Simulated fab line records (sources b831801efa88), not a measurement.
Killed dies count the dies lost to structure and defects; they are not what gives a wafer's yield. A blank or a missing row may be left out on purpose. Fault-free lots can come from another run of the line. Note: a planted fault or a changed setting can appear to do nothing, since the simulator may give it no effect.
One fault seen from 2 desks || flow sky130 || numbers are kept per desk, each desk with only its own; the story behind them comes last

## FROM THE METROLOGY DESK
What the gauges read for every lot (on any tool): the sampled wafers with a number, averaged. The brackets show how far a lot's mean lies from the usual mean; more than 4 standard deviations puts the lot out of limits, marked OUT.
Columns: A = VT_ADJUST_PCH_OVL at SKY_VT_ADJUST_PCH_OVL_MEAS_07, usual -0.9 nm; B = SONOS_ONO_CVD_04_THK at SKY_SONOS_ONO_THK_MEAS_05, usual 5.67 nm
{"lot": "L198", "first seen here": "day 10 09:31", "A": -1.8, "B": 5.84}
{"lot": "L199", "first seen here": "day 10 10:56", "A": 1.5, "B": 5.81}
{"lot": "L200", "first seen here": "day 11 03:12", "A": -0.6, "B": 5.71}
{"lot": "L202", "first seen here": "day 12 01:26", "A": -0.9, "B": 5.51}
{"lot": "L203", "first seen here": "day 12 01:47", "A": -1.3, "B": 5.71}
{"lot": "L205", "first seen here": "day 12 17:37", "A": -0.9, "B": 5.62}
{"lot": "L210", "first seen here": "day 14 08:52", "A": -1.0, "B": "6.99 (+13) OUT"}
{"lot": "L211", "first seen here": "day 14 10:21", "A": 0.7, "B": "7.02 (+14) OUT"}
{"lot": "L212", "first seen here": "day 14 15:40", "A": -0.9, "B": "6.83 (+12) OUT"}
{"lot": "L219", "first seen here": "day 17 07:04", "A": 1.2, "B": 5.75}
{"lot": "L220", "first seen here": "day 17 08:11", "A": 0.2, "B": 5.61}
{"lot": "L221", "first seen here": "day 18 00:36", "A": -0.7, "B": 5.73}
This desk's result: L210, L211, L212 out of limits, first on L210 (SONOS_ONO_CVD_04_THK at SKY_SONOS_ONO_THK_MEAS_05), day 15 16:58. Within limits: L198, L199, L200, L202, L203, L205, L219, L220, L221.

## DESK OF THE TOOL OWNER: lpcvd-03
The tool's own readings at SKY_SONOS_ONO_CVD_04 (deposits SiO2 from SiH4/N2O, target thk 5.7199 nm): means of the sampled wafers that have a number, for each lot that ran on this tool. The brackets show how far a lot's mean lies from the usual mean; more than 4 standard deviations puts the lot out of limits, marked OUT.
Columns: A = zonePowerTopPct at SKY_SONOS_ONO_CVD_04, usual 32.7 %
{"lot": "L198", "first seen here": "day 11 14:20", "A": 33.3}
{"lot": "L199", "first seen here": "day 11 14:20", "A": 31.6}
{"lot": "L200", "first seen here": "day 12 07:35", "A": 33.2}
{"lot": "L202", "first seen here": "day 13 07:04", "A": 33.5}
{"lot": "L203", "first seen here": "day 13 07:04", "A": 33.7}
{"lot": "L205", "first seen here": "day 14 00:33", "A": 33.2}
{"lot": "L210", "first seen here": "day 15 15:41", "A": 31.3}
{"lot": "L211", "first seen here": "day 15 20:23", "A": 33.5}
{"lot": "L212", "first seen here": "day 16 07:44", "A": 33.1}
{"lot": "L219", "first seen here": "day 18 19:37", "A": 33.0}
{"lot": "L220", "first seen here": "day 18 19:37", "A": 31.8}
{"lot": "L221", "first seen here": "day 19 10:13", "A": 31.5}
This desk's verdict: no lot among the 12 shows anything out of limits.

## ALL TOGETHER
At day 15 16:58 the metrology desk could have sounded an alarm, on L210, L211, L212.
The desk of the tool owner found nothing out of limits.
Tool owner's desk: L210, L211, L212 on record, inside its limits.
Of the lots named, all ran SKY_SONOS_ONO_CVD_04 on lpcvd-03.

## WHAT HAD BEEN PUT IN BY THE SIMULATOR
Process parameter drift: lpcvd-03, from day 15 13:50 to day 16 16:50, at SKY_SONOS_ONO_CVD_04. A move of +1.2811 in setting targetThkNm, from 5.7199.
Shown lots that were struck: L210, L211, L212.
Delay in hours, fault start to first out-of-limits reading, per desk: metrology desk 3.
